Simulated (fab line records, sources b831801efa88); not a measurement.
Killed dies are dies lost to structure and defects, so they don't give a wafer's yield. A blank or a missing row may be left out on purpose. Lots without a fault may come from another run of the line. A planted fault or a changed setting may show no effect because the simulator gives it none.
fab line records | flow sky130
record lots=6 wafers=18 last_day=50
route steps=708 shown CONTACT@423 METAL1@434 VIA1@458 PAD_OPEN@708
lots that met no fault: from a run of the same line without faults
start_h: hours from the record's first day to the start of the lot's first wafer shown | wait_h: hours since the lot's step before | " the same as in the row above | L1.1+2: a row that stands for several wafers | - no value, or no start given | * or withheld: withheld | < > ~ a bound
route shown NAME@n: a module of which the file shows steps, and the number in the route of the first | usual: mean/standard deviation of fault-free wafers | same: alike in all rows | chamber/n: place in a boat | sites: the reading at each site | _std_site: their standard deviation | _edge_site: outer sites' mean less inner sites' | radius_mm: how far each site lies from the wafer's centre | mask NAME#n: copy n | behind: the tool/chamber that last shaped the wafer | hold: why the lot was held/for how many hours/how that ended | device: the transistor (n, p or np) that didn't switch | end of line: the same wafers' tests at the end of the route | a step without rows: its recipe alone | killed: dies lost to structure and defects at the first sort, not the wafer's yield | map: a wafer's dies, x killed, . not, _ none there
set.NAME: the setting as run; set.NAME@STEP: as run at that earlier step | model.NAME: the simulator's own value behind a step, which no gauge read
lots at some steps of the route; a table a step, a row a wafer
services: from which hour (start_h, from the record's first day; less than 0 if before it) a tool's chamber was out of use, for how many hours, and why
## steps
# step SKY_CONTACT_ETCH_17
# recipe target=SiO2 chemistry=C4F8/O2/Ar stop_on=Si3N4 mask_material=KrF-thick source_w=1500 bias_w=1200 pressure_mtorr=40 c4f8_flow_sccm=withheld O2_flow_sccm=6 Ar_flow_sccm=300 time_s=withheld target_depth_a=3400
# step SKY_CONTACT_ETCH_18
# recipe target=Si3N4 chemistry=CHF3/O2 stop_on=TiN source_w=600 bias_w=200 pressure_mtorr=40 chf3_flow_sccm=50 O2_flow_sccm=5 time_s=39 target_depth_a=750
# step SKY_CONTACT_STRIP_19
# recipe chemistry=O2/N2 power_w=1400 pressure_mtorr=1500 platen_temp_c=withheld o2_flow_sccm=3000 n2_flow_sccm=300 overash_fraction=0.5
# step SKY_CONTACT_STRIP_20
# recipe chemistry=post_etch_residue_remover time_s=1200 temp_c=72.5
# step SKY_CONTACT_CLEAN_21
# recipe chemistry=IPA time_s=180 temp_c=25
# step SKY_CONTACT_CLEAN_22
# recipe chemistry=O3/DIW dry=n2_spin
# step SKY_CONTACT_SPUTTER_23
# recipe material=TiN target_thk_nm=20 chamber_pressure_pa=5 power_w=4000 time_s=80
# step SKY_CONTACT_CVD_24
# recipe material=W target_thk_nm=340 time_s=102.12 temp_c=400 pressure_torr=40
# usual heater_power_w=840/52
# same time_s=102.12
# columns lot.wafer tool chamber start_h wait_h heater_power_w
L523.4 cvd_w-01 1 759.16 0.1 786
L523.5 " 1 " " 768
L523.6 " 0 " " 896
L532.2 cvd_w-01 0 832.27 0.0 883
L532.3 " 1 " " 753
L532.4 " 0 " " 877
L534.2 cvd_w-02 0 841.96 0.0 876
L534.3 " 1 " " 799
L534.4 " 0 " " 888
L539.2 cvd_w-02 1 882.17 0.0 794
L539.5 " 1 " " 809
L539.6 " 0 " " 896
L540.1 cvd_w-02 0 887.17 0.0 920
L540.3 " 1 " " 808
L540.6 " 0 " " 866
L543.2 cvd_w-01 0 907.79 0.0 925
L543.3 " 1 " " 767
L543.6 " 1 " " 769
# step SKY_CONTACT_RS_MEAS_25
# recipe thk_meas_gauge=four-point-probe reads=W_of_CONTACT_CVD_24+TiN_of_CONTACT_SPUTTER_23
# usual CONTACT_W_RS=0.343/0.0034
# columns lot.wafer tool chamber start_h wait_h CONTACT_W_RS[ohm/sq]
L523.4 film_metro-01 - 759.29 0.1 0.340
L523.5 " - " " 0.340
L523.6 " - " " 0.338
L532.2 film_metro-01 - 832.40 0.1 0.336
L532.3 " - " " 0.346
L532.4 " - " " 0.338
L534.2 film_metro-04 - 842.09 0.1 0.344
L534.3 " - " " 0.341
L534.4 " - " " 0.338
L539.2 film_metro-02 - 882.30 0.1 0.344
L539.5 " - " " 0.345
L539.6 " - " " 0.344
L540.1 film_metro-04 - 887.28 0.1 0.341
L540.3 " - " " 0.341
L540.6 " - " " 0.341
L543.2 film_metro-04 - 907.92 0.1 0.339
L543.3 " - " " 0.342
L543.6 " - " " 0.341
# step SKY_CONTACT_THK_MEAS_26
# recipe thk_meas_gauge=xrf reads=W_of_CONTACT_CVD_24
# usual CONTACT_W_THK=347/5.5
# columns lot.wafer tool chamber start_h wait_h CONTACT_W_THK[nm]
L523.4 film_metro-01 - 759.38 0.1 355
L523.5 " - " " 353
L523.6 " - " " 353
L532.2 film_metro-01 - 832.51 0.1 355
L532.3 " - " " 343
L532.4 " - " " 353
L534.2 film_metro-04 - 842.20 0.1 338
L534.3 " - " " 340
L534.4 " - " " 343
L539.2 film_metro-02 - 882.41 0.1 349
L539.5 " - " " 349
L539.6 " - " " 350
L540.1 film_metro-04 - 887.40 0.1 342
L540.3 " - " " 341
L540.6 " - " " 342
L543.2 film_metro-04 - 908.03 0.1 347
L543.3 " - " " 341
L543.6 " - " " 342
# step SKY_CONTACT_CMP_27
# recipe stop_on=SiO2 t_overpolish_s=15 down_force_psi=3.5 platen_rpm=60 target_thk_nm=0 pad_velocity_m_s=0.94248
# step SKY_METAL1_SPUTTER_00
# recipe material=Ti target_thk_nm=15 power_w=3000 time_s=10 chamber_pressure_pa=0.4
# step SKY_METAL1_SPUTTER_01
# recipe material=TiN target_thk_nm=20 power_w=6500 time_s=16.7 chamber_pressure_pa=0.4
# usual throttle_valve_pct=30.0/1.2
# same time_s=16.7
# columns lot.wafer tool chamber start_h wait_h throttle_valve_pct
L523.4 pvd_sputter-03 - 759.74 0.0 29.2
L523.5 " - " " 28.9
L523.6 " - " " 29.2
L532.2 pvd_sputter-03 - 832.88 0.0 31.6
L532.3 " - " " 31.2
L532.4 " - " " 28.9
L534.2 pvd_sputter-03 - 842.57 0.0 30.9
L534.3 " - " " 29.0
L534.4 " - " " 31.5
L539.2 pvd_sputter-01 - 882.78 0.0 28.9
L539.5 " - " " 29.5
L539.6 " - " " 29.2
L540.1 pvd_sputter-01 - 887.80 0.0 28.6
L540.3 " - " " 29.5
L540.6 " - " " 29.2
L543.2 pvd_sputter-04 - 908.40 0.0 30.0
L543.3 " - " " 30.7
L543.6 " - " " 32.6
# step SKY_METAL1_SPUTTER_02
# recipe material=AlCu target_thk_nm=250 power_w=10600 time_s=13.3 chamber_pressure_pa=0.4
# usual throttle_valve_pct=30.0/1.2
# same time_s=13.3
# columns lot.wafer tool chamber start_h wait_h throttle_valve_pct
L523.4 pvd_sputter-03 - 759.76 0.0 29.3
L523.5 " - " " 28.8
L523.6 " - " " 29.0
L532.2 pvd_sputter-03 - 832.91 0.0 31.7
L532.3 " - " " 30.8
L532.4 " - " " 29.1
L534.2 pvd_sputter-03 - 842.60 0.0 30.9
L534.3 " - " " 29.2
L534.4 " - " " 31.6
L539.2 pvd_sputter-01 - 882.81 0.0 28.8
L539.5 " - " " 29.3
L539.6 " - " " 29.0
L540.1 pvd_sputter-01 - 887.83 0.0 28.8
L540.3 " - " " 29.3
L540.6 " - " " 29.3
L543.2 pvd_sputter-04 - 908.42 0.0 29.8
L543.3 " - " " 31.0
L543.6 " - " " 32.5
# step SKY_METAL1_SPUTTER_03
# recipe material=Ti target_thk_nm=5 power_w=3000 time_s=3.3 chamber_pressure_pa=0.4
# step SKY_METAL1_SPUTTER_04
# recipe material=TiN target_thk_nm=70 power_w=6500 time_s=58.3 chamber_pressure_pa=0.4
# usual throttle_valve_pct=30.0/1.2
# same time_s=58.3
# columns lot.wafer tool chamber start_h wait_h throttle_valve_pct
L523.4 pvd_sputter-03 - 759.80 0.0 29.1
L523.5 " - " " 28.8
L523.6 " - " " 29.1
L532.2 pvd_sputter-03 - 832.95 0.0 31.7
L532.3 " - " " 31.0
L532.4 " - " " 28.7
L534.2 pvd_sputter-03 - 842.64 0.0 31.1
L534.3 " - " " 29.0
L534.4 " - " " 31.6
L539.2 pvd_sputter-01 - 882.85 0.0 28.6
L539.5 " - " " 29.2
L539.6 " - " " 28.7
L540.1 pvd_sputter-01 - 887.87 0.0 29.0
L540.3 " - " " 29.2
L540.6 " - " " 29.4
L543.2 pvd_sputter-04 - 908.47 0.0 30.1
L543.3 " - " " 30.8
L543.6 " - " " 32.6
# step SKY_METAL1_RS_MEAS_05
# recipe thk_meas_gauge=four-point-probe reads=TiN_of_METAL1_SPUTTER_04+Ti_of_METAL1_SPUTTER_03+AlCu_of_METAL1_SPUTTER_02+TiN_of_METAL1_SPUTTER_01+Ti_of_METAL1_SPUTTER_00
# usual METAL1_ALCU_RS=0.1272/0.0013
# columns lot.wafer tool chamber start_h wait_h METAL1_ALCU_RS[ohm/sq]
L523.4 film_metro-01 - 759.91 0.1 0.1282
L523.5 " - " " 0.1268
L523.6 " - " " 0.1291
L532.2 film_metro-01 - 833.02 0.0 0.1267
L532.3 " - " " 0.1281
L532.4 " - " " 0.1261
L534.2 film_metro-04 - 842.71 0.0 0.1264
L534.3 " - " " 0.1263
L534.4 " - " " 0.1255
L539.2 film_metro-04 - 882.92 0.0 0.1262
L539.5 " - " " 0.1274
L539.6 " - " " 0.1266
L540.1 film_metro-04 - 887.92 0.0 0.1269
L540.3 " - " " 0.1270
L540.6 " - " " 0.1284
L543.2 film_metro-03 - 908.54 0.0 0.1266
L543.3 " - " " 0.1251
L543.6 " - " " 0.1251
# step SKY_METAL1_THK_MEAS_06
# recipe thk_meas_gauge=xrf reads=AlCu_of_METAL1_SPUTTER_02
# usual METAL1_ALCU_THK=250.3/2.7
# columns lot.wafer tool chamber start_h wait_h METAL1_ALCU_THK[nm]
L523.4 film_metro-01 - 760.00 0.1 245.5
L523.5 " - " " 251.2
L523.6 " - " " 246.3
L532.2 film_metro-01 - 833.13 0.1 248.1
L532.3 " - " " 247.1
L532.4 " - " " 251.3
L534.2 film_metro-04 - 842.82 0.1 251.7
L534.3 " - " " 254.4
L534.4 " - " " 255.2
L539.2 film_metro-04 - 883.03 0.1 252.9
L539.5 " - " " 248.4
L539.6 " - " " 252.9
L540.1 film_metro-04 - 888.04 0.1 253.1
L540.3 " - " " 251.9
L540.6 " - " " 249.6
L543.2 film_metro-03 - 908.65 0.1 250.0
L543.3 " - " " 251.6
L543.6 " - " " 252.1
# step SKY_METAL1_DEHYDRATE_07
# recipe temp_c=200 time_s=60
# step SKY_METAL1_HMDS_08
# recipe prime_time_s=60 prime_temp_c=120
# step SKY_METAL1_COAT_09
# recipe resist=BARC temp_c=withheld time_s=withheld spin_rpm=3000 resist_thk_nm=60
# step SKY_METAL1_COAT_10
# recipe resist=KrF-thick spin_rpm=3000 resist_thk_nm=450
# step SKY_METAL1_SOFTBAKE_11
# recipe temp_c=100 time_s=90 resist=KrF-thick
# step SKY_METAL1_EXPOSE_12
# recipe mask_id=MM1 na=0.8 source_shape=annular sigma_inner=0.55 sigma_outer=0.85 target_cd_nm=140 dose_mj=28
# step SKY_METAL1_PEB_13
# recipe peb_temp_c=withheld peb_time_s=withheld resist=KrF-thick
# step SKY_METAL1_DEVELOP_14
# recipe develop_time_s=60 resist=KrF-thick dev_temp_c=21
# step SKY_METAL1_CD_MEAS_15
# recipe target_cd_nm=140
# usual cd_nm=139.8/1.5
# columns lot.wafer tool chamber start_h wait_h cd_nm
L523.4 cd_sem-02 - 786.70 - 142.8
L523.5 " - " " 141.8
L523.6 " - " " 140.5
L532.2 cd_sem-01 - 860.03 - 141.6
L532.3 " - " " 142.0
L532.4 " - " " 140.2
L534.2 cd_sem-02 - 869.03 - 140.1
L534.3 " - " " 139.8
L534.4 " - " " 138.5
L539.2 cd_sem-01 - 908.91 - 138.0
L539.5 " - " " 137.2
L539.6 " - " " 138.4
L540.1 cd_sem-01 - 913.59 - 140.3
L540.3 " - " " 141.2
L540.6 " - " " 140.6
L543.2 cd_sem-02 - 933.20 - 139.5
L543.3 " - " " 139.8
L543.6 " - " " 139.1
# step SKY_METAL1_OVL_MEAS_16
# usual METAL1_OVL=-2/6.5
# columns lot.wafer tool chamber start_h wait_h METAL1_OVL[nm]
L523.4 overlay-01 - 786.78 0.1 6
L523.5 " - " " -2
L523.6 " - " " 5
L532.2 overlay-01 - 860.14 0.1 -14
L532.3 " - " " 2
L532.4 " - " " -9
L534.2 overlay-02 - 869.14 0.1 -6
L534.3 " - " " -4
L534.4 " - " " -4
L539.2 overlay-01 - 909.01 0.1 11
L539.5 " - " " -2
L539.6 " - " " 7
L540.1 overlay-02 - 913.71 0.1 -5
L540.3 " - " " -4
L540.6 " - " " 7
L543.2 overlay-02 - 933.30 0.1 3
L543.3 " - " " -4
L543.6 " - " " 2
# step SKY_METAL1_DESCUM_17
# recipe chemistry=O2 source_power_w=150 bias_power_w=0 pressure_mtorr=10 temp_c=40 time_s=8
# usual drypump_motor_current_A=5.7/0.41 he_backside_leak_sccm=3.33/0.19 oes_product_au=1.003/0.0096
# same time_s=8
# columns lot.wafer tool chamber start_h wait_h drypump_motor_current_A he_backside_leak_sccm oes_product_au rf_hours_counter_h
L523.4 rie_metal-02 1 786.80 0.0 5.8 3.12 1.004 -
L523.5 " 0 " " 5.0 3.33 1.014 -
L523.6 " 1 " " 5.8 3.09 1.006 -
L532.2 rie_metal-04 0 860.17 0.0 6.1 3.56 1.011 6
L532.3 " 1 " " 5.7 3.37 0.982 -
L532.4 " 0 " " 6.1 3.62 1.004 -
L534.2 rie_metal-04 1 869.17 0.0 5.7 3.43 0.987 1
L534.3 " 1 " " 5.7 3.35 0.991 -
L534.4 " 0 " " 6.1 3.65 1.009 -
L539.2 rie_metal-04 1 909.04 0.0 5.7 3.21 0.997 3
L539.5 " 0 " " 6.1 3.54 1.008 -
L539.6 " 1 " " 5.7 3.31 0.990 -
L540.1 rie_metal-04 1 913.74 0.0 5.7 3.33 0.994 3
L540.3 " 0 " " 6.1 3.56 1.006 -
L540.6 " 1 " " 5.7 3.36 1.001 -
L543.2 rie_metal-04 0 933.33 0.0 6.1 3.60 1.007 9
L543.3 " 1 " " 5.7 3.18 0.994 -
L543.6 " 0 " " 6.1 3.55 1.003 -
# step SKY_METAL1_ETCH_18
# recipe chemistry=N2/H2 target=BARC ion_energy_ev=200 bias_w=100 pressure_mtorr=30 n2_flow_sccm=100 h2_flow_sccm=200 icp_w=500 stop_on=SiO2 time_s=45.9 target_depth_a=600
# step SKY_METAL1_METAL_ETCH_19
# recipe target_depth_a=3600 stop_on=SiO2 over_etch_frac=0.3 time_s=78 chemistry=Cl2/BCl3 resist_sidewall_deg=88 pressure_mtorr=10 icp_w=900 bias_w=48.5 Cl2_flow_sccm=60 bcl3_flow_sccm=30
# step SKY_METAL1_STRIP_20
# recipe chemistry=O2/N2 power_w=1400 pressure_mtorr=1500 platen_temp_c=withheld o2_flow_sccm=3000 n2_flow_sccm=300 overash_fraction=0.5
# step SKY_METAL1_STRIP_21
# recipe chemistry=post_etch_residue_remover time_s=1200 temp_c=72.5
# step SKY_METAL1_CLEAN_22
# recipe chemistry=IPA time_s=180 temp_c=25
# step SKY_METAL1_CLEAN_23
# recipe chemistry=O3/DIW dry=n2_spin
# step SKY_VIA1_HDPCVD_00
# recipe material=SiO2 target_thk_nm=1030 sigma_open_frac=0.3 time_s=171.7 temp_c=400 sih4_flow_sccm=60 pressure_mtorr=6
# step SKY_VIA1_THK_MEAS_01
# recipe reads=SiO2_of_VIA1_HDPCVD_00
# usual VIA1_HDPCVD_THK=1022/9.9
# columns lot.wafer tool chamber start_h wait_h VIA1_HDPCVD_THK[nm]
L523.4 film_metro-04 - 787.71 0.0 1030
L523.5 " - " " 1019
L523.6 " - " " 1015
L532.2 film_metro-02 - 861.17 0.1 1011
L532.3 " - " " 1015
L532.4 " - " " 1015
L534.2 film_metro-04 - 870.07 0.1 1034
L534.3 " - " " 1013
L534.4 " - " " 1015
L539.2 film_metro-03 - 909.95 0.1 1020
L539.5 " - " " 1023
L539.6 " - " " 1015
L540.1 film_metro-04 - 914.67 0.1 1025
L540.3 " - " " 1021
L540.6 " - " " 1007
L543.2 film_metro-02 - 934.31 0.1 1032
L543.3 " - " " 1025
L543.6 " - " " 1034
# step SKY_VIA1_CMP_02
# recipe material=SiO2 down_force_psi=4 platen_rpm=60 pad_velocity_m_s=0.94248
# usual edge_zone_pressure_frac=1.000/0.0048 motor_current_A=11.9/0.5
# columns lot.wafer tool chamber start_h wait_h edge_zone_pressure_frac motor_current_A
L523.4 cmp-02 3 787.84 0.1 0.999 12.0
L523.6 " 1 " " 1.004 11.3
L523.5 " 2 " " 1.000 11.9
L532.4 cmp-02 3 861.22 0.0 0.992 11.7
L532.2 " 0 " " 0.992 12.1
L532.3 " 1 " " 0.996 11.3
L534.4 cmp-01 1 870.12 0.0 1.006 11.8
L534.3 " 3 " " 1.001 13.1
L534.2 " 0 " " 0.994 12.1
L539.2 cmp-01 1 910.00 0.0 1.003 12.3
L539.6 " 1 " " 1.003 12.2
L539.5 " 2 " " 1.003 11.5
L540.1 cmp-02 0 914.83 0.1 1.003 11.9
L540.3 " 1 " " 1.006 11.5
L540.6 " 2 " " 1.008 11.3
L543.3 cmp-02 1 934.41 0.1 1.000 11.2
L543.2 " 3 " " 1.006 12.8
L543.6 " 0 " " 0.995 11.9
# step SKY_VIA1_BOW_MEAS_03
# recipe mode=bow
# usual VIA1_BOW=81/7.3
# columns lot.wafer tool chamber start_h wait_h VIA1_BOW[um]
L523.4 film_metro-02 - 788.10 0.2 78
L523.5 " - " " 81
L523.6 " - " " 77
L532.2 film_metro-04 - 861.54 0.2 95
L532.3 " - " " 77
L532.4 " - " " 80
L534.2 film_metro-04 - 870.44 0.1 83
L534.3 " - " " 79
L534.4 " - " " 73
L539.2 film_metro-04 - 910.32 0.3 70
L539.5 " - " " 69
L539.6 " - " " 74
L540.1 film_metro-03 - 915.03 0.1 91
L540.3 " - " " 76
L540.6 " - " " 78
L543.2 film_metro-03 - 934.68 0.1 81
L543.3 " - " " 68
L543.6 " - " " 72
# step SKY_VIA1_DEHYDRATE_04
# recipe temp_c=200 time_s=60
# step SKY_VIA1_HMDS_05
# recipe prime_time_s=60 prime_temp_c=120
# step SKY_VIA1_COAT_06
# recipe resist=BARC temp_c=withheld time_s=withheld spin_rpm=3000 resist_thk_nm=60
# step SKY_PAD_OPEN_PROBE_99
# usual defect_limited_yield=82.6/1.8 killed_at_M0_to_M3=43/6.6 killed_at_M4_up=3.4/1.8 killed_at_contacts=24/4.9 killed_at_front_end=15/4.1 killed_at_other=0.3/0.55 killed_dies=85/8.8 killed_open=46/6.1 killed_short=39/5.7 sort_bin_3_pad_short=0.9/0.41 sort_bin_5_function=10.1/1.5 sort_bin_6_memory=6.4/1 sort_n_pass=407/8.8 sort_yield_pct=82.6/1.8
# same gross_dies=492 killed_at_back_side=0 sort_bin_4_leakage[%]=0 sort_bin_8_speed[%]=0
# columns lot.wafer tool chamber start_h wait_h defect_limited_yield[%] killed_at_M0_to_M3 killed_at_M4_up killed_at_contacts killed_at_front_end killed_at_other killed_dies killed_open killed_short sort_bin_3_pad_short[%] sort_bin_5_function[%] sort_bin_6_memory[%] sort_n_pass sort_yield_pct[%] model.etest.tester.sort_n_pass model.etest.tester.sort_yield_pct model.etest.tester.sort_bin_5_pct model.etest.tester.sort_bin_3_pct
L523.4 prober-01 - 1095.73 0.2 84.6 43 2 20 11 0 76 47 29 0.6 9.1 5.7 416 84.6 416 84.55 9.146 0.6098
L523.5 prober-01 - 1095.78 0.2 84.1 30 2 25 21 0 78 47 31 0.2 10.0 5.7 414 84.1 414 84.15 9.959 0.2033
L523.6 prober-01 - 1095.83 0.2 82.1 46 0 20 22 0 88 42 45 1.4 10.2 6.3 404 82.1 404 82.11 10.16 1.423
L532.2 prober-02 - 1149.46 0.1 72.4 96 3 24 13 0 136 38 34 3.9 16.7 7.1 356 72.4 356 72.36 16.67 3.862
L532.3 prober-02 - 1149.51 0.2 74.4 91 2 17 16 0 126 40 35 4.1 14.4 7.1 366 74.4 366 74.39 14.43 4.065
L532.4 prober-02 - 1149.56 0.2 78.9 73 1 17 13 0 104 44 36 2.2 11.8 7.1 388 78.9 388 78.86 11.79 2.236
L534.2 prober-02 - 1155.25 0.1 72.8 99 1 23 11 0 134 44 36 3.7 16.3 7.3 358 72.8 358 72.76 16.26 3.659
L534.3 prober-02 - 1155.30 0.2 73.8 96 3 21 9 0 129 43 26 3.7 14.4 8.1 363 73.8 363 73.78 14.43 3.659
L534.4 prober-02 - 1155.35 0.2 73.2 96 1 24 11 0 132 32 37 3.9 15.7 7.3 360 73.2 360 73.17 15.65 3.862
L539.2 prober-01 - 1183.56 0.1 79.9 56 5 19 19 0 99 48 50 2.0 12.0 6.1 393 79.9 393 79.88 11.99 2.033
L539.5 prober-01 - 1183.71 0.2 82.3 47 1 26 13 0 87 51 36 0.6 11.2 5.9 405 82.3 405 82.32 11.18 0.6098
L539.6 prober-01 - 1183.76 0.2 81.1 52 6 23 12 0 93 46 47 0.4 11.6 6.9 399 81.1 399 81.1 11.59 0.4065
L540.1 prober-02 - 1185.01 0.1 83.9 33 5 21 20 0 79 42 37 0.6 8.3 7.1 413 83.9 413 83.94 8.333 0.6098
L540.3 prober-02 - 1185.11 0.2 84.1 35 3 26 14 0 78 39 39 0.6 9.8 5.5 414 84.1 414 84.15 9.756 0.6098
L540.6 prober-02 - 1185.26 0.2 83.9 43 2 23 10 1 79 46 33 0.8 10.2 5.1 413 83.9 413 83.94 10.16 0.813
L543.2 prober-01 - 1199.71 0.1 81.7 37 3 26 24 0 90 47 43 0.6 11.0 6.7 402 81.7 402 81.71 10.98 0.6098
L543.3 prober-01 - 1199.76 0.2 82.3 39 3 28 16 1 87 46 41 1.4 10.6 5.7 405 82.3 405 82.32 10.57 1.423
L543.6 prober-01 - 1199.91 0.2 83.3 39 1 32 10 0 82 38 44 1.2 9.6 5.9 410 83.3 410 83.33 9.553 1.22
# killed by level:class
L523.4 VIA1:geometric_particle:open=11 CONTACT:geometric_particle:open=8 VIA2:geometric_particle:open=8 LI_CONTACT:geometric_particle:open=6 METAL1:geometric_particle:short=5 VIA3:geometric_particle:open=5 VIA1:geometric_particle:short=4 VIA2:geometric_particle:short=4
L523.5 CONTACT:geometric_particle:open=9 FIELD_ISO:geometric_particle:open=7 LI_CONTACT:geometric_particle:open=6 POLY_GATE:geometric_particle:open=4 METAL1:geometric_particle:short=4 VIA2:geometric_particle:short=4 VIA2:geometric_particle:open=4 FIELD_ISO:geometric_particle:short=3
L523.6 VIA1:geometric_particle:open=9 VIA2:geometric_particle:short=8 LI_CONTACT:geometric_particle:open=7 VIA3:geometric_particle:open=7 VIA1:geometric_particle:short=6 POLY_GATE:geometric_particle:short=5 POLY_CUT:geometric_particle:short=4 LOCAL_INTERCONNECT:geometric_particle:short=4
L532.2 METAL1:unspecified=64 VIA1:geometric_particle:open=10 LOCAL_INTERCONNECT:geometric_particle:short=8 CONTACT:geometric_particle:open=8 VIA2:geometric_particle:open=5 METAL1:geometric_particle:short=5 VIA3:geometric_particle:open=5 LI_CONTACT:geometric_particle:open=4
L532.3 METAL1:unspecified=51 VIA1:geometric_particle:open=12 FIELD_ISO:geometric_particle:open=6 VIA2:geometric_particle:open=5 LOCAL_INTERCONNECT:geometric_particle:short=5 CONTACT:geometric_particle:open=5 METAL1:geometric_particle:short=5 VIA3:geometric_particle:open=5
L532.4 METAL1:unspecified=24 VIA1:geometric_particle:open=16 METAL2:geometric_particle:short=9 VIA2:geometric_particle:open=8 METAL1:geometric_particle:short=6 CONTACT:geometric_particle:open=5 LI_CONTACT:geometric_particle:open=5 FIELD_ISO:geometric_particle:short=4
L534.2 METAL1:unspecified=54 VIA1:geometric_particle:open=15 CONTACT:geometric_particle:open=7 LI_CONTACT:geometric_particle:open=6 CONTACT:geometric_particle:short=6 METAL2:geometric_particle:short=6 VIA1:geometric_particle:short=4 VIA2:geometric_particle:open=4
L534.3 METAL1:unspecified=60 CONTACT:geometric_particle:open=12 VIA1:geometric_particle:open=7 VIA3:geometric_particle:open=7 VIA2:geometric_particle:open=5 VIA1:geometric_particle:short=5 CONTACT:geometric_particle:short=4 METAL1:geometric_particle:short=4
L534.4 METAL1:unspecified=63 LI_CONTACT:geometric_particle:open=7 FIELD_ISO:geometric_particle:short=6 CONTACT:geometric_particle:open=6 METAL2:geometric_particle:short=6 VIA2:geometric_particle:open=5 METAL1:geometric_particle:short=4 VIA1:geometric_particle:open=4
L539.2 VIA1:geometric_particle:open=12 METAL1:geometric_particle:short=9 CONTACT:geometric_particle:open=8 VIA1:geometric_particle:short=8 VIA3:geometric_particle:open=7 POLY_GATE:geometric_particle:short=6 METAL2:geometric_particle:short=6 SPACER:geometric_particle:open=4
L539.5 VIA1:geometric_particle:open=10 VIA3:geometric_particle:open=9 CONTACT:geometric_particle:open=9 VIA2:geometric_particle:open=9 LI_CONTACT:geometric_particle:open=6 CONTACT:geometric_particle:short=6 FIELD_ISO:geometric_particle:short=3 POLY_GATE:geometric_particle:short=3
L539.6 VIA1:geometric_particle:open=11 VIA2:geometric_particle:open=9 METAL1:geometric_particle:short=8 CONTACT:geometric_particle:open=7 CONTACT:geometric_particle:short=7 METAL2:geometric_particle:short=6 VIA3:geometric_particle:open=6 VIA2:geometric_particle:short=5
L540.1 VIA1:geometric_particle:open=11 LI_CONTACT:geometric_particle:open=6 POLY_GATE:geometric_particle:short=5 POLY_GATE:geometric_particle:open=5 LOCAL_INTERCONNECT:geometric_particle:short=5 CONTACT:geometric_particle:open=5 FIELD_ISO:geometric_particle:open=4 CONTACT:geometric_particle:short=4
L540.3 LI_CONTACT:geometric_particle:open=8 VIA1:geometric_particle:open=8 FIELD_ISO:geometric_particle:short=6 CONTACT:geometric_particle:open=5 VIA1:geometric_particle:short=5 LI_CONTACT:geometric_particle:short=4 LOCAL_INTERCONNECT:geometric_particle:short=4 CONTACT:geometric_particle:short=4
L540.6 VIA1:geometric_particle:open=11 CONTACT:geometric_particle:open=10 METAL2:geometric_particle:short=7 FIELD_ISO:geometric_particle:open=6 LI_CONTACT:geometric_particle:open=6 VIA2:geometric_particle:open=5 VIA1:geometric_particle:short=4 LOCAL_INTERCONNECT:geometric_particle:short=4
L543.2 CONTACT:geometric_particle:open=9 VIA3:geometric_particle:open=7 VIA1:geometric_particle:open=7 FIELD_ISO:geometric_particle:short=6 POLY_GATE:geometric_particle:short=6 VIA2:geometric_particle:open=6 FIELD_ISO:geometric_particle:open=5 POLY_GATE:geometric_particle:open=5
L543.3 VIA2:geometric_particle:open=12 LI_CONTACT:geometric_particle:open=10 VIA1:geometric_particle:open=7 FIELD_ISO:geometric_particle:short=6 LOCAL_INTERCONNECT:geometric_particle:short=6 METAL1:geometric_particle:short=5 CONTACT:geometric_particle:open=5 VIA1:geometric_particle:short=5
L543.6 CONTACT:geometric_particle:open=8 VIA1:geometric_particle:open=7 LI_CONTACT:geometric_particle:short=6 LOCAL_INTERCONNECT:geometric_particle:short=6 CONTACT:geometric_particle:short=6 METAL1:geometric_particle:short=6 LI_CONTACT:geometric_particle:open=5 METAL2:geometric_particle:short=5
# map L532.2 (x killed, . not)
__________..x..x...._________
________..x.x.x.xx.x.._______
______......xxxx.xx..x.._____
_____.....xxxxxxxxxx..x..____
____....x.xxxxxxxxxxx.xx..___
___..x..x.xxxxxxxxxxx...xxx__
__x.x......xxxxxxxx......x.._
_........xxxxxxxx.xxx..x.....
_xx......xxx.x.xxx....x..xxx.
_...x.xx.........x...x...x...
_............x.xx...x.......x
_.xxxx........xx....xx.......
_....xx...x..................
_..xx.........x...........x.x
_...x........x...x..xx.......
__x....x.......x.......x...._
___.........x...x......x...__
____...........x........x.___
_____...........x........____
______x..........x......_____
________.............._______
__________.........._________
# map L534.2 (x killed, . not)
__________........x._________
________.......xx....._______
______.......x......x..x_____
_____.x.x.x...x....x.....____
____...........x.x.x....x.___
___x....x..x.....x......x..__
__..x.....x.....x........x.._
_........xx.............xxxx.
_.x.......x.....xx....xxxxx.x
_xxx..x.....x.x......xxxxxxxx
_.....x.....xx..x..xx.xxxxxxx
_....x..x..........xxxxxxxxxx
_....xx...x...x...x.xxxxxxxxx
_.................x...xxxxxxx
_..x......x.......x...xxxxxx.
__..................x.x....x_
___xxxx.........x........xx__
____x.........x..x.x..x...___
_____...........x..x...x.____
______x.......x..x......_____
________..x.....x...x._______
__________.........._________
## services
# columns tool chamber start_h hours kind
cmp-01 - 741.04 4.5 repair
cmp-02 - 744.00 4.0 pm
cmp-01 - 746.68 4.6 repair
cmp-02 - 750.09 2.5 repair
pvd_sputter-01 - 763.41 4.1 repair
cmp-02 - 767.74 3.1 repair
pvd_sputter-04 - 778.28 4.7 repair
pvd_sputter-01 - 781.78 5.5 repair
pvd_sputter-03 - 782.58 0.6 repair
cmp-02 - 811.79 1.1 repair
cvd_w-02 - 816.85 2.8 pm
pvd_sputter-04 - 820.84 3.4 repair
pvd_sputter-03 - 825.43 1.4 repair
cvd_w-02 0 828.79 5.4 repair
cmp-02 - 847.62 1.6 repair
cmp-01 - 859.46 7.1 pm
pvd_sputter-03 - 861.83 2.8 repair
cmp-01 - 875.06 2.2 repair
cvd_w-01 - 879.70 14.6 pm
cvd_w-02 - 882.41 0.9 repair
cmp-01 - 887.08 1.1 repair
cvd_w-02 - 904.00 14.0 pm
cmp-01 - 911.38 8.2 repair
pvd_sputter-03 - 926.16 2.8 repair
## key
first_sign step=SKY_PAD_OPEN_PROBE_99 reading=killed_at_M0_to_M3 direction=up sigmas=7.5 usual=43 struck=92
effect step=SKY_PAD_OPEN_PROBE_99 reading=sort_bin_3_pad_short direction=up sigmas=6.5 usual=0.9 struck=3.6
model_effect step=SKY_PAD_OPEN_PROBE_99 value=etest.tester.sort_n_pass without=409.8 struck=365.2
met_at SKY_METAL1_SPUTTER_01
struck_wafers L532.2,L532.3,L532.4,L534.2,L534.3,L534.4
onset_between 759.74 832.88
also_fits SKY_METAL1_SPUTTER_02:pvd_sputter-03,SKY_METAL1_SPUTTER_04:pvd_sputter-03
fault kind=chamber_particle_source tool=pvd_sputter-03 chamber=- onset_h=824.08 steps=SKY_METAL1_SPUTTER_01 rate_per_visit_cm2=1.2628 end_h=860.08
